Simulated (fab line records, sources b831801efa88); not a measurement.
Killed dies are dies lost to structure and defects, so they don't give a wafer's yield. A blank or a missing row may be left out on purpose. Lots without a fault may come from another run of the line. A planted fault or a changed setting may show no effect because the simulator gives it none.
fab line records | flow gf180mcu
record lots=5 wafers=15 last_day=33
route steps=602 shown MVPSD@80 VT_IMPLANT@90
lots that met no fault: from a run of the same line without faults
start_h: hours from the record's first day to the start of the lot's first wafer shown | wait_h: hours since the lot's step before | " the same as in the row above | L1.1+2: a row that stands for several wafers | - no value, or no start given | * or withheld: withheld | < > ~ a bound
route shown NAME@n: a module of which the file shows steps, and the number in the route of the first | usual: mean/standard deviation of fault-free wafers | same: alike in all rows | chamber/n: place in a boat | sites: the reading at each site | _std_site: their standard deviation | _edge_site: outer sites' mean less inner sites' | radius_mm: how far each site lies from the wafer's centre | mask NAME#n: copy n | behind: the tool/chamber that last shaped the wafer | hold: why the lot was held/for how many hours/how that ended | device: the transistor (n, p or np) that didn't switch | end of line: the same wafers' tests at the end of the route | a step without rows: its recipe alone | killed: dies lost to structure and defects at the first sort, not the wafer's yield | map: a wafer's dies, x killed, . not, _ none there
set.NAME: the setting as run; set.NAME@STEP: as run at that earlier step | model.NAME: the simulator's own value behind a step, which no gauge read
lots at some steps of the route; a table a step, a row a wafer
services: from which hour (start_h, from the record's first day; less than 0 if before it) a tool's chamber was out of use, for how many hours, and why
## steps
# step GF_MVPSD_COAT_02
# recipe spin_rpm=2000 resist_thk_nm=3000
# columns lot.wafer tool chamber start_h wait_h
L078.3+4+6 litho_track-04 0 111.50 0.1
L085.1+2+3 litho_track-01 0 149.13 0.1
L088.1+3+5 litho_track-04 0 169.05 0.1
L091.1+2+6 litho_track-03 0 191.75 0.1
L092.3+4+5 litho_track-04 0 194.55 0.1
# step GF_MVPSD_SOFTBAKE_03
# recipe temp_c=110 time_s=withheld
# columns lot.wafer tool chamber start_h wait_h
L078.3+4+6 litho_track-04 0 111.67 0.1
L085.1+2+3 litho_track-01 0 149.28 0.1
L088.1+3+5 litho_track-04 0 169.20 0.1
L091.1+2+6 litho_track-03 0 191.90 0.1
L092.3+4+5 litho_track-04 0 194.71 0.1
# step GF_MVPSD_EXPOSE_04
# recipe mask_id=MVPSD target_cd_nm=1000 na=0.6 source_shape=conventional sigma_outer=0.6 dose_mj=260
# columns lot.wafer tool chamber start_h wait_h mask
L078.3+4+6 iline_stepper-02 0 - - MVPSD#0
L085.1+2+3 iline_stepper-02 0 - - MVPSD#0
L088.1+3+5 iline_stepper-02 0 - - MVPSD#0
L091.1+2+6 iline_stepper-02 0 - - MVPSD#0
L092.3+4+5 iline_stepper-02 0 - - MVPSD#0
# step GF_MVPSD_PEB_05
# recipe temp_c=115 time_s=withheld
# columns lot.wafer tool chamber start_h wait_h
L078.3+4+6 litho_track-01 0 - -
L085.1+2+3 litho_track-03 0 - -
L088.1+3+5 litho_track-04 0 - -
L091.1+2+6 litho_track-03 0 - -
L092.3+4+5 litho_track-03 0 - -
# step GF_MVPSD_DEVELOP_06
# recipe wall_angle_deg=90 develop_time_s=60 dev_temp_c=23
# usual developer_temp_C=23.03/0.12
# columns lot.wafer tool chamber start_h wait_h developer_temp_C
L078.3 litho_track-01 0 - - 23.09
L078.4 " 0 " " 23.08
L078.6 " 0 " " 23.02
L085.1 litho_track-03 0 - - 23.08
L085.2 " 0 " " 23.07
L085.3 " 0 " " 22.93
L088.1 litho_track-04 0 - - 23.03
L088.3 " 0 " " 22.92
L088.5 " 0 " " 23.01
L091.1 litho_track-03 0 - - 23.12
L091.2 " 0 " " 23.15
L091.6 " 0 " " 23.05
L092.3 litho_track-03 0 - - 23.11
L092.4 " 0 " " 23.17
L092.5 " 0 " " 23.04
# step GF_MVPSD_OVL_MEAS_07
# usual MVPSD_OVL=-1.0/1.5
# columns lot.wafer tool chamber start_h wait_h MVPSD_OVL[nm]
L078.3 overlay-01 - 118.59 - -1.5
L078.4 " - " " -2.4
L078.6 " - " " -2.6
L085.1 overlay-01 - 157.45 - -1.9
L085.2 " - " " -3.7
L085.3 " - " " -5.8
L088.1 overlay-02 - 177.35 - -2.2
L088.3 " - " " -0.6
L088.5 " - " " -0.9
L091.1 overlay-02 - 200.30 - -0.3
L091.2 " - " " 0.0
L091.6 " - " " -0.8
L092.3 overlay-02 - 202.81 - -0.6
L092.4 " - " " 1.0
L092.5 " - " " -1.5
# step GF_MVPSD_IMPLANT_08
# recipe species=B energy_kev=170 dose_cm2=1.5e+13 tilt_deg=0
# usual beam_energy_keV=170.00/0.056 tilt_deg=-0.003/0.022
# columns lot.wafer tool chamber start_h wait_h beam_energy_keV tilt_deg
L078.3 implanter-04 0 118.66 0.1 169.98 -0.057
L078.4 " 0 " " 169.99 -0.017
L078.6 " 0 " " 170.03 -0.016
L085.1 implanter-01 0 157.49 0.0 169.92 -0.015
L085.2 " 0 " " 169.98 0.008
L085.3 " 0 " " 170.01 -0.015
L088.1 implanter-04 0 177.38 0.0 169.97 -0.009
L088.3 " 0 " " 169.97 0.041
L088.5 " 0 " " 169.88 -0.006
L091.1 implanter-02 0 200.34 0.0 170.08 0.014
L091.2 " 0 " " 170.11 0.014
L091.6 " 0 " " 170.20 0.023
L092.3 implanter-02 0 202.89 0.1 169.95 -0.015
L092.4 " 0 " " 169.96 -0.010
L092.5 " 0 " " 170.01 0.019
# step GF_MVPSD_IMPLANT_09
# recipe species=B energy_kev=40 dose_cm2=5e+12 tilt_deg=0
# usual beam_energy_keV=40.000/0.012 tilt_deg=-0.001/0.017
# columns lot.wafer tool chamber start_h wait_h beam_energy_keV tilt_deg
L078.3 implanter-04 0 118.81 0.1 40.011 0.001
L078.4 " 0 " " 40.014 0.020
L078.6 " 0 " " 40.012 0.022
L085.1 implanter-01 0 157.64 0.1 39.993 0.009
L085.2 " 0 " " 39.993 0.011
L085.3 " 0 " " 40.012 -0.008
L088.1 implanter-04 0 177.53 0.1 40.021 0.024
L088.3 " 0 " " 40.007 0.028
L088.5 " 0 " " 39.989 0.025
L091.1 implanter-02 0 200.49 0.1 40.008 -0.004
L091.2 " 0 " " 39.970 -0.018
L091.6 " 0 " " 40.001 0.019
L092.3 implanter-02 0 203.04 0.1 40.009 -0.003
L092.4 " 0 " " 39.996 0.003
L092.5 " 0 " " 39.998 -0.010
# step GF_MVPSD_STRIP_10
# recipe chemistry=O2/N2 power_w=1400 pressure_mtorr=1500 platen_temp_c=250 o2_flow_sccm=3000 n2_flow_sccm=300 overash_fraction=0.5
# usual chamber_pressure_mTorr=1500.0/1.3 drypump_motor_current_A=5.5/0.44 heater_power_w=317/36 oes_product_au=0.723/0.0043 strip_time_to_endpoint_s=36.94/0.11
# columns lot.wafer tool chamber start_h wait_h chamber_pressure_mTorr drypump_motor_current_A heater_power_w oes_product_au rf_hours_counter_h strip_time_to_endpoint_s
L078.3 plasma_asher-02 0 118.95 0.1 1498.7 5.3 316 0.718 - 36.85
L078.4 " 1 " " 1500.6 5.0 328 0.719 - 36.87
L078.6 " 0 " " 1499.2 5.3 310 0.720 - 36.92
L085.1 plasma_asher-01 1 157.79 0.1 1498.6 5.6 399 0.726 53 36.94
L085.2 " 0 " " 1502.0 6.3 339 0.729 53 36.95
L085.3 " 1 " " 1501.3 5.6 407 0.729 - 36.83
L088.1 plasma_asher-02 1 177.68 0.1 1497.3 5.0 333 0.722 3 37.02
L088.3 " 0 " " 1497.9 5.3 316 0.718 - 37.05
L088.5 " 0 " " 1498.4 5.3 322 0.724 - 36.99
L091.1 plasma_asher-01 0 200.64 0.1 1498.9 6.4 326 0.724 58 37.03
L091.2 " 1 " " 1498.6 5.6 406 0.722 58 36.95
L091.6 " 1 " " 1499.3 5.6 407 0.717 - 37.00
L092.3 plasma_asher-04 1 203.17 0.1 1499.6 5.1 322 0.722 - 36.97
L092.4 " 0 " " 1497.5 5.9 283 0.719 - 37.03
L092.5 " 1 " " 1501.7 5.1 316 0.722 - 36.97
# step GF_MVPSD_TW_MEAS_11
# usual MVPSD_TW=548/7.5
# columns lot.wafer tool chamber start_h wait_h MVPSD_TW
L078.3 film_metro-03 - 119.03 0.1 540
L078.4 " - " " 542
L078.6 " - " " 543
L085.1 film_metro-03 - 157.89 0.1 542
L085.2 " - " " 540
L085.3 " - " " 539
L088.1 film_metro-03 - 177.78 0.1 539
L088.3 " - " " 537
L088.5 " - " " 540
L091.1 film_metro-01 - 200.74 0.1 548
L091.2 " - " " 552
L091.6 " - " " 551
L092.3 film_metro-03 - 203.26 0.1 538
L092.4 " - " " 537
L092.5 " - " " 535
# step GF_VT_IMPLANT_DEHYDRATE_00
# recipe temp_c=200 time_s=60
# columns lot.wafer tool chamber start_h wait_h
L078.3+4+6 litho_track-03 0 125.15 6.1
L085.1+2+3 litho_track-02 0 164.59 6.7
L088.1+3+5 litho_track-03 0 185.10 7.3
L091.1+2+6 litho_track-01 0 208.63 7.9
L092.3+4+5 litho_track-03 0 211.60 8.3
# step GF_VT_IMPLANT_HMDS_01
# recipe prime_time_s=60 prime_temp_c=120
# columns lot.wafer tool chamber start_h wait_h
L078.3+4+6 litho_track-03 0 125.30 0.1
L085.1+2+3 litho_track-02 0 164.74 0.1
L088.1+3+5 litho_track-03 0 185.25 0.1
L091.1+2+6 litho_track-01 0 208.78 0.1
L092.3+4+5 litho_track-03 0 211.75 0.1
# step GF_VT_IMPLANT_COAT_02
# recipe resist=NOVOLAK spin_rpm=3000 resist_thk_nm=1000
# columns lot.wafer tool chamber start_h wait_h
L078.3+4+6 litho_track-03 0 125.45 0.1
L085.1+2+3 litho_track-02 0 164.89 0.1
L088.1+3+5 litho_track-03 0 185.40 0.1
L091.1+2+6 litho_track-01 0 208.93 0.1
L092.3+4+5 litho_track-03 0 211.90 0.1
# step GF_VT_IMPLANT_SOFTBAKE_03
# recipe temp_c=90 time_s=60 resist=NOVOLAK
# columns lot.wafer tool chamber start_h wait_h
L078.3+4+6 litho_track-03 0 125.60 0.1
L085.1+2+3 litho_track-02 0 165.04 0.1
L088.1+3+5 litho_track-03 0 185.55 0.1
L091.1+2+6 litho_track-01 0 209.08 0.1
L092.3+4+5 litho_track-03 0 212.05 0.1
# step GF_VT_IMPLANT_EXPOSE_04
# recipe mask_id=LVPWELL_LV_AREA target_cd_nm=600 na=0.6 source_shape=conventional sigma_outer=0.6 dose_mj=140
# columns lot.wafer tool chamber start_h wait_h mask
L078.3+4+6 iline_stepper-02 0 - - LVPWELL_LV_AREA#0
L085.1+2+3 iline_stepper-01 0 - - LVPWELL_LV_AREA#0
L088.1+3+5 iline_stepper-02 0 - - LVPWELL_LV_AREA#0
L091.1+2+6 iline_stepper-01 0 - - LVPWELL_LV_AREA#0
L092.3+4+5 iline_stepper-02 0 - - LVPWELL_LV_AREA#0
# step GF_VT_IMPLANT_PEB_05
# recipe temp_c=withheld time_s=* resist=NOVOLAK
# columns lot.wafer tool chamber start_h wait_h
L078.3+4+6 litho_track-02 0 - -
L085.1+2+3 litho_track-02 0 - -
L088.1+3+5 litho_track-02 0 - -
L091.1+2+6 litho_track-03 0 - -
L092.3+4+5 litho_track-01 0 - -
# step GF_VT_IMPLANT_DEVELOP_06
# recipe develop_time_s=60 dev_temp_c=23
# usual developer_temp_C=23.03/0.12
# columns lot.wafer tool chamber start_h wait_h developer_temp_C
L078.3 litho_track-02 0 133.04 0.1 23.07
L078.4 " 0 " " 22.93
L078.6 " 0 " " 22.93
L085.1 litho_track-02 0 173.24 0.1 23.07
L085.2 " 0 " " 23.12
L085.3 " 0 " " 22.96
L088.1 litho_track-02 0 193.94 0.1 23.18
L088.3 " 0 " " 22.98
L088.5 " 0 " " 23.13
L091.1 litho_track-03 0 217.90 0.1 23.01
L091.2 " 0 " " 22.87
L091.6 " 0 " " 22.91
L092.3 litho_track-01 0 221.23 0.1 23.09
L092.4 " 0 " " 23.12
L092.5 " 0 " " 23.19
# step GF_VT_IMPLANT_OVL_MEAS_07
# usual VT_IMPLANT_OVL=-1.2/1.2
# columns lot.wafer tool chamber start_h wait_h VT_IMPLANT_OVL[nm]
L078.3 overlay-02 - 133.15 0.1 -3.4
L078.4 " - " " -2.5
L078.6 " - " " 0.3
L085.1 overlay-02 - 173.39 0.1 -2.4
L085.2 " - " " -1.1
L085.3 " - " " -0.6
L088.1 overlay-02 - 194.09 0.1 0.3
L088.3 " - " " -2.1
L088.5 " - " " -1.7
L091.1 overlay-01 - 218.05 0.1 1.2
L091.2 " - " " 0.2
L091.6 " - " " -1.1
L092.3 overlay-02 - 221.34 0.1 -1.9
L092.4 " - " " -0.7
L092.5 " - " " -0.8
# step GF_VT_IMPLANT_IMPLANT_08
# recipe species=BF2 energy_kev=20 dose_cm2=8.29e+12 tilt_deg=7
# usual beam_energy_keV=19.999/0.0059 tilt_deg=7.001/0.019
# columns lot.wafer tool chamber start_h wait_h beam_energy_keV tilt_deg
L078.3 implanter-01 0 133.23 0.1 20.006 7.015
L078.4 " 0 " " 20.006 7.032
L078.6 " 0 " " 20.007 6.973
L085.1 implanter-03 0 173.43 0.0 19.991 6.972
L085.2 " 0 " " 19.997 7.015
L085.3 " 0 " " 19.998 6.995
L088.1 implanter-04 0 194.13 0.0 19.997 7.026
L088.3 " 0 " " 20.004 7.020
L088.5 " 0 " " 20.011 7.005
L091.1 implanter-04 0 218.09 0.0 19.990 7.047
L091.2 " 0 " " 19.998 7.021
L091.6 " 0 " " 19.996 7.005
L092.3 implanter-03 0 221.41 0.1 20.008 6.999
L092.4 " 0 " " 19.989 7.007
L092.5 " 0 " " 20.010 6.989
# step GF_VT_IMPLANT_STRIP_09
# recipe chemistry=O2/N2 power_w=1400 pressure_mtorr=1500 platen_temp_c=250 o2_flow_sccm=3000 n2_flow_sccm=300 overash_fraction=0.5
# usual chamber_pressure_mTorr=1499.8/1.4 drypump_motor_current_A=6.1/0.54 heater_power_w=339/24 oes_product_au=0.716/0.0045 strip_time_to_endpoint_s=12.61/0.038
# columns lot.wafer tool chamber start_h wait_h chamber_pressure_mTorr drypump_motor_current_A heater_power_w oes_product_au rf_hours_counter_h strip_time_to_endpoint_s
L078.3 plasma_asher-03 1 133.36 0.1 1500.4 6.7 334 0.715 - 12.53
L078.4 " 0 " " 1501.0 6.1 328 0.717 - 12.55
L078.6 " 1 " " 1500.9 6.7 334 0.717 - 12.55
L085.1 plasma_asher-03 0 173.58 0.1 1500.4 6.1 324 0.712 49 12.61
L085.2 " 1 " " 1500.7 6.7 325 0.713 49 12.61
L085.3 " 0 " " 1496.4 6.1 337 0.714 - 12.57
L088.1 plasma_asher-02 1 194.28 0.1 1499.0 5.0 332 0.716 4 12.58
L088.3 " 1 " " 1499.6 5.0 337 0.714 - 12.60
L088.5 " 1 " " 1500.2 5.0 333 0.721 - 12.61
L091.1 plasma_asher-01 0 218.24 0.1 1500.0 6.4 332 0.715 60 12.60
L091.2 " 1 " " 1501.5 5.6 396 0.715 60 12.64
L091.6 " 0 " " 1500.1 6.3 338 0.715 - 12.57
L092.3 plasma_asher-02 0 221.54 0.1 1500.0 5.3 319 0.722 - 12.69
L092.4 " 1 " " 1500.0 4.9 335 0.714 - 12.63
L092.5 " 1 " " 1498.3 4.9 334 0.714 - 12.62
# step GF_VT_IMPLANT_TW_MEAS_10
# usual VT_IMPLANT_TW=557/6.5
# columns lot.wafer tool chamber start_h wait_h VT_IMPLANT_TW
L078.3 film_metro-03 - 133.45 0.1 551
L078.4 " - " " 556
L078.6 " - " " 551
L085.1 film_metro-01 - 173.68 0.1 560
L085.2 " - " " 558
L085.3 " - " " 560
L088.1 film_metro-03 - 194.38 0.1 549
L088.3 " - " " 547
L088.5 " - " " 546
L091.1 film_metro-03 - 218.34 0.1 551
L091.2 " - " " 552
L091.6 " - " " 553
L092.3 film_metro-01 - 221.63 0.1 566
L092.4 " - " " 566
L092.5 " - " " 563
# step GF_VT_IMPLANT_DEHYDRATE_11
# recipe temp_c=200 time_s=60
# columns lot.wafer tool chamber start_h wait_h
L078.3+4+6 litho_track-03 0 140.05 6.6
L085.1+2+3 litho_track-02 0 181.44 7.8
L088.1+3+5 litho_track-02 0 201.79 7.4
L091.1+2+6 litho_track-03 0 226.05 7.7
L092.3+4+5 litho_track-01 0 230.23 8.6
# step GF_VT_IMPLANT_HMDS_12
# recipe prime_time_s=60 prime_temp_c=120
# columns lot.wafer tool chamber start_h wait_h
L078.3+4+6 litho_track-03 0 140.20 0.1
L085.1+2+3 litho_track-02 0 181.59 0.1
L088.1+3+5 litho_track-02 0 201.94 0.1
L091.1+2+6 litho_track-03 0 226.20 0.1
L092.3+4+5 litho_track-01 0 230.38 0.1
# step GF_VT_IMPLANT_COAT_13
# recipe resist=NOVOLAK spin_rpm=3000 resist_thk_nm=1000
# columns lot.wafer tool chamber start_h wait_h
L078.3+4+6 litho_track-03 0 140.35 0.1
L085.1+2+3 litho_track-02 0 181.74 0.1
L088.1+3+5 litho_track-02 0 202.09 0.1
L091.1+2+6 litho_track-03 0 226.35 0.1
L092.3+4+5 litho_track-01 0 230.53 0.1
# step GF_VT_IMPLANT_SOFTBAKE_14
# recipe temp_c=90 time_s=60 resist=NOVOLAK
# columns lot.wafer tool chamber start_h wait_h
L078.3+4+6 litho_track-03 0 140.50 0.1
L085.1+2+3 litho_track-02 0 181.89 0.1
L088.1+3+5 litho_track-02 0 202.24 0.1
L091.1+2+6 litho_track-03 0 226.50 0.1
L092.3+4+5 litho_track-01 0 230.68 0.1
# step GF_VT_IMPLANT_EXPOSE_15
# recipe mask_id=Nwell_LV_AREA target_cd_nm=860 na=0.6 source_shape=conventional sigma_outer=0.6 dose_mj=140
# columns lot.wafer tool chamber start_h wait_h mask
L078.3+4+6 iline_stepper-01 0 - - Nwell_LV_AREA#0
L085.1+2+3 iline_stepper-02 0 - - Nwell_LV_AREA#0
L088.1+3+5 iline_stepper-01 0 - - Nwell_LV_AREA#0
L091.1+2+6 iline_stepper-01 0 - - Nwell_LV_AREA#0
L092.3+4+5 iline_stepper-01 0 - - Nwell_LV_AREA#0
# step GF_VT_IMPLANT_PEB_16
# recipe temp_c=withheld time_s=* resist=NOVOLAK
# columns lot.wafer tool chamber start_h wait_h
L078.3+4+6 litho_track-03 0 - -
L085.1+2+3 litho_track-03 0 - -
L088.1+3+5 litho_track-02 0 - -
L091.1+2+6 litho_track-02 0 - -
L092.3+4+5 litho_track-03 0 - -
# step GF_VT_IMPLANT_DEVELOP_17
# recipe develop_time_s=60 dev_temp_c=23
# usual developer_temp_C=22.98/0.11
# columns lot.wafer tool chamber start_h wait_h developer_temp_C
L078.3 litho_track-03 0 147.95 0.1 23.19
L078.4 " 0 " " 23.07
L078.6 " 0 " " 22.93
L085.1 litho_track-03 0 189.60 0.1 22.80
L085.2 " 0 " " 22.90
L085.3 " 0 " " 22.74
L088.1 litho_track-02 0 210.99 0.1 23.00
L088.3 " 0 " " 23.01
L088.5 " 0 " " 22.95
L091.1 litho_track-02 0 235.74 0.1 23.03
L091.2 " 0 " " 23.02
L091.6 " 0 " " 22.82
L092.3 litho_track-03 0 239.95 0.1 22.98
L092.4 " 0 " " 22.90
L092.5 " 0 " " 23.10
# step GF_VT_IMPLANT_OVL_MEAS_18
# usual VT_IMPLANT_01_OVL=0.8/1.3
# columns lot.wafer tool chamber start_h wait_h VT_IMPLANT_01_OVL[nm]
L078.3 overlay-01 - 148.06 0.1 1.1
L078.4 " - " " 0.0
L078.6 " - " " 0.9
L085.1 overlay-02 - 189.75 0.1 -0.5
L085.2 " - " " -1.1
L085.3 " - " " -0.8
L088.1 overlay-01 - 211.14 0.1 1.2
L088.3 " - " " 0.5
L088.5 " - " " 2.4
L091.1 overlay-02 - 235.89 0.1 0.5
L091.2 " - " " 0.6
L091.6 " - " " -1.0
L092.3 overlay-02 - 240.06 0.1 0.1
L092.4 " - " " 2.2
L092.5 " - " " -1.0
# step GF_VT_IMPLANT_IMPLANT_19
# recipe species=As energy_kev=100 dose_cm2=4.35e+12 tilt_deg=7
# usual beam_energy_keV=99.999/0.029 tilt_deg=6.998/0.021
# columns lot.wafer tool chamber start_h wait_h beam_energy_keV tilt_deg
L078.3 implanter-04 0 148.14 0.1 99.999 7.013
L078.4 " 0 " " 100.02 6.977
L078.6 " 0 " " 100.01 6.997
L085.1 implanter-01 0 189.79 0.0 99.967 7.020
L085.2 " 0 " " 99.970 7.047
L085.3 " 0 " " 100.02 7.001
L088.1 implanter-04 0 211.18 0.0 100.02 7.019
L088.3 " 0 " " 100.01 6.980
L088.5 " 0 " " 99.979 7.007
L091.1 implanter-01 0 235.93 0.0 100.02 7.009
L091.2 " 0 " " 100.01 7.017
L091.6 " 0 " " 99.975 7.002
L092.3 implanter-04 0 240.13 0.1 100.01 7.022
L092.4 " 0 " " 99.995 7.000
L092.5 " 0 " " 100.01 6.979
# step GF_VT_IMPLANT_STRIP_20
# recipe chemistry=O2/N2 power_w=1400 pressure_mtorr=1500 platen_temp_c=250 o2_flow_sccm=3000 n2_flow_sccm=300 overash_fraction=0.5
# usual chamber_pressure_mTorr=1500.1/1.3 drypump_motor_current_A=5.9/0.56 heater_power_w=345/29 oes_product_au=0.716/0.0046 strip_time_to_endpoint_s=12.62/0.032
# columns lot.wafer tool chamber start_h wait_h chamber_pressure_mTorr drypump_motor_current_A heater_power_w oes_product_au rf_hours_counter_h strip_time_to_endpoint_s
L078.3 plasma_asher-02 0 148.27 0.1 1501.7 5.3 320 0.723 - 12.55
L078.4 " 1 " " 1501.1 4.9 342 0.714 - 12.55
L078.6 " 1 " " 1500.8 4.9 331 0.713 - 12.55
L085.1 plasma_asher-01 0 189.94 0.1 1501.8 6.3 340 0.710 57 12.59
L085.2 " 1 " " 1500.9 5.6 411 0.715 57 12.60
L085.3 " 0 " " 1499.9 6.3 336 0.711 - 12.63
L088.1 plasma_asher-03 0 211.33 0.1 1500.6 6.1 330 0.723 53 12.67
L088.3 " 1 " " 1500.1 6.6 332 0.713 - 12.63
L088.5 " 0 " " 1501.6 6.1 331 0.707 - 12.60
L091.1 plasma_asher-01 1 236.08 0.1 1498.5 5.6 396 0.721 62 12.62
L091.2 " 0 " " 1501.0 6.3 335 0.724 62 12.61
L091.6 " 0 " " 1497.8 6.3 339 0.714 - 12.63
L092.3 plasma_asher-03 1 240.27 0.1 1500.5 6.7 343 0.715 - 12.63
L092.4 " 0 " " 1498.8 6.1 322 0.710 - 12.61
L092.5 " 0 " " 1497.5 6.1 328 0.717 - 12.63
# step GF_VT_IMPLANT_TW_MEAS_21
# usual VT_IMPLANT_2_TW=1207/12
# columns lot.wafer tool chamber start_h wait_h VT_IMPLANT_2_TW
L078.3 film_metro-02 - 148.36 0.1 1213
L078.4 " - " " 1213
L078.6 " - " " 1213
L085.1 film_metro-03 - 190.04 0.1 1182
L085.2 " - " " 1189
L085.3 " - " " 1190
L088.1 film_metro-02 - 211.43 0.1 1212
L088.3 " - " " 1209
L088.5 " - " " 1214
L091.1 film_metro-01 - 236.18 0.1 1212
L091.2 " - " " 1213
L091.6 " - " " 1211
L092.3 film_metro-02 - 240.35 0.1 1201
L092.4 " - " " 1210
L092.5 " - " " 1204
# step GF_VT_IMPLANT_DEHYDRATE_22
# recipe temp_c=200 time_s=60
# columns lot.wafer tool chamber start_h wait_h
L078.3+4+6 litho_track-01 0 155.58 7.2
L085.1+2+3 litho_track-03 0 197.40 7.4
L088.1+3+5 litho_track-02 0 220.04 8.6
L091.1+2+6 litho_track-01 0 244.38 8.2
L092.3+4+5 litho_track-02 0 249.04 8.7
# step GF_VT_IMPLANT_HMDS_23
# recipe prime_time_s=60 prime_temp_c=120
# columns lot.wafer tool chamber start_h wait_h
L078.3+4+6 litho_track-01 0 155.73 0.1
L085.1+2+3 litho_track-03 0 197.55 0.1
L088.1+3+5 litho_track-02 0 220.19 0.1
L091.1+2+6 litho_track-01 0 244.53 0.1
L092.3+4+5 litho_track-02 0 249.19 0.1
# step GF_VT_IMPLANT_COAT_24
# recipe resist=NOVOLAK spin_rpm=3000 resist_thk_nm=1000
# columns lot.wafer tool chamber start_h wait_h
L078.3+4+6 litho_track-01 0 155.88 0.1
L085.1+2+3 litho_track-03 0 197.70 0.1
L088.1+3+5 litho_track-02 0 220.34 0.1
L091.1+2+6 litho_track-01 0 244.68 0.1
L092.3+4+5 litho_track-02 0 249.34 0.1
# step GF_VT_IMPLANT_SOFTBAKE_25
# recipe temp_c=90 time_s=60 resist=NOVOLAK
# columns lot.wafer tool chamber start_h wait_h
L078.3+4+6 litho_track-01 0 156.03 0.1
L085.1+2+3 litho_track-03 0 197.85 0.1
L088.1+3+5 litho_track-02 0 220.49 0.1
L091.1+2+6 litho_track-01 0 244.83 0.1
L092.3+4+5 litho_track-02 0 249.49 0.1
# step GF_VT_IMPLANT_EXPOSE_26
# recipe mask_id=LVPWELL_HV_AREA target_cd_nm=860 na=0.6 source_shape=conventional sigma_outer=0.6 dose_mj=140
# columns lot.wafer tool chamber start_h wait_h mask
L078.3+4+6 iline_stepper-02 0 - - LVPWELL_HV_AREA#0
L085.1+2+3 iline_stepper-02 0 - - LVPWELL_HV_AREA#0
L088.1+3+5 iline_stepper-02 0 - - LVPWELL_HV_AREA#0
L091.1+2+6 iline_stepper-01 0 - - LVPWELL_HV_AREA#0
L092.3+4+5 iline_stepper-02 0 - - LVPWELL_HV_AREA#0
# step GF_VT_IMPLANT_PEB_27
# recipe temp_c=withheld time_s=* resist=NOVOLAK
# columns lot.wafer tool chamber start_h wait_h
L078.3+4+6 litho_track-02 0 - -
L085.1+2+3 litho_track-02 0 - -
L088.1+3+5 litho_track-03 0 - -
L091.1+2+6 litho_track-02 0 - -
L092.3+4+5 litho_track-03 0 - -
# step GF_VT_IMPLANT_DEVELOP_28
# recipe develop_time_s=60 dev_temp_c=23
# usual developer_temp_C=22.97/0.11
# columns lot.wafer tool chamber start_h wait_h developer_temp_C
L078.3 litho_track-02 0 163.19 0.1 22.88
L078.4 " 0 " " 22.87
L078.6 " 0 " " 22.90
L085.1 litho_track-02 0 205.99 0.1 23.16
L085.2 " 0 " " 22.88
L085.3 " 0 " " 22.93
L088.1 litho_track-03 0 228.90 0.1 22.96
L088.3 " 0 " " 23.00
L088.5 " 0 " " 22.95
L091.1 litho_track-02 0 253.29 0.1 23.04
L091.2 " 0 " " 22.96
L091.6 " 0 " " 22.97
L092.3 litho_track-03 0 259.15 0.1 22.99
L092.4 " 0 " " 23.17
L092.5 " 0 " " 23.01
# step GF_VT_IMPLANT_OVL_MEAS_29
# usual VT_IMPLANT_02_OVL=-0.1/1.4
# columns lot.wafer tool chamber start_h wait_h VT_IMPLANT_02_OVL[nm]
L078.3 overlay-02 - 163.30 0.1 -0.3
L078.4 " - " " 1.2
L078.6 " - " " 0.3
L085.1 overlay-01 - 206.14 0.1 -0.9
L085.2 " - " " 0.1
L085.3 " - " " -1.4
L088.1 overlay-01 - 229.05 0.1 -2.4
L088.3 " - " " -0.3
L088.5 " - " " -1.8
L091.1 overlay-02 - 253.44 0.1 -0.6
L091.2 " - " " -0.9
L091.6 " - " " 0.6
L092.3 overlay-01 - 259.26 0.1 -0.3
L092.4 " - " " -1.6
L092.5 " - " " 0.9
# step GF_VT_IMPLANT_IMPLANT_30
# recipe species=B energy_kev=25 dose_cm2=2.534e+12 tilt_deg=7
# usual beam_energy_keV=25.001/0.0081 tilt_deg=7.001/0.02
# columns lot.wafer tool chamber start_h wait_h beam_energy_keV tilt_deg
L078.3 implanter-03 0 163.38 0.1 24.998 6.955
L078.4 " 0 " " 24.990 6.965
L078.6 " 0 " " 25.005 6.975
L085.1 implanter-03 0 206.18 0.0 25.000 6.996
L085.2 " 0 " " 24.997 7.005
L085.3 " 0 " " 25.006 7.020
L088.1 implanter-03 0 229.08 0.0 24.997 7.036
L088.3 " 0 " " 24.997 6.997
L088.5 " 0 " " 24.994 7.010
L091.1 implanter-04 0 253.47 0.0 25.007 7.013
L091.2 " 0 " " 25.007 7.002
L091.6 " 0 " " 25.003 7.013
L092.3 implanter-04 0 259.33 0.1 25.001 6.969
L092.4 " 0 " " 25.008 6.968
L092.5 " 0 " " 24.993 6.994
## services
# columns tool chamber start_h hours kind
iline_stepper-01 - 93.99 1.7 pm
plasma_asher-01 - 95.11 3.0 repair
iline_stepper-02 - 99.41 5.3 repair
plasma_asher-02 - 108.75 9.0 pm
plasma_asher-02 0 108.75 9.0 vent_cycle
plasma_asher-02 1 108.75 9.0 vent_cycle
plasma_asher-02 0 117.75 - clean
plasma_asher-02 1 117.75 - clean
plasma_asher-02 - 119.67 28.1 pm
implanter-01 - 135.21 1.6 repair
plasma_asher-02 - 149.17 2.2 repair
implanter-04 - 170.36 2.0 repair
plasma_asher-03 - 178.55 2.1 repair
plasma_asher-02 - 183.16 8.9 repair
implanter-04 - 221.34 2.7 repair
implanter-02 - 241.72 1.3 repair
iline_stepper-02 - 243.12 2.1 pm
iline_stepper-02 - 245.20 - consumable_replace:lamp
implanter-01 - 246.39 6.3 pm
plasma_asher-01 - 249.89 1.5 repair
iline_stepper-02 - 254.28 1.7 pm
## key
fault none
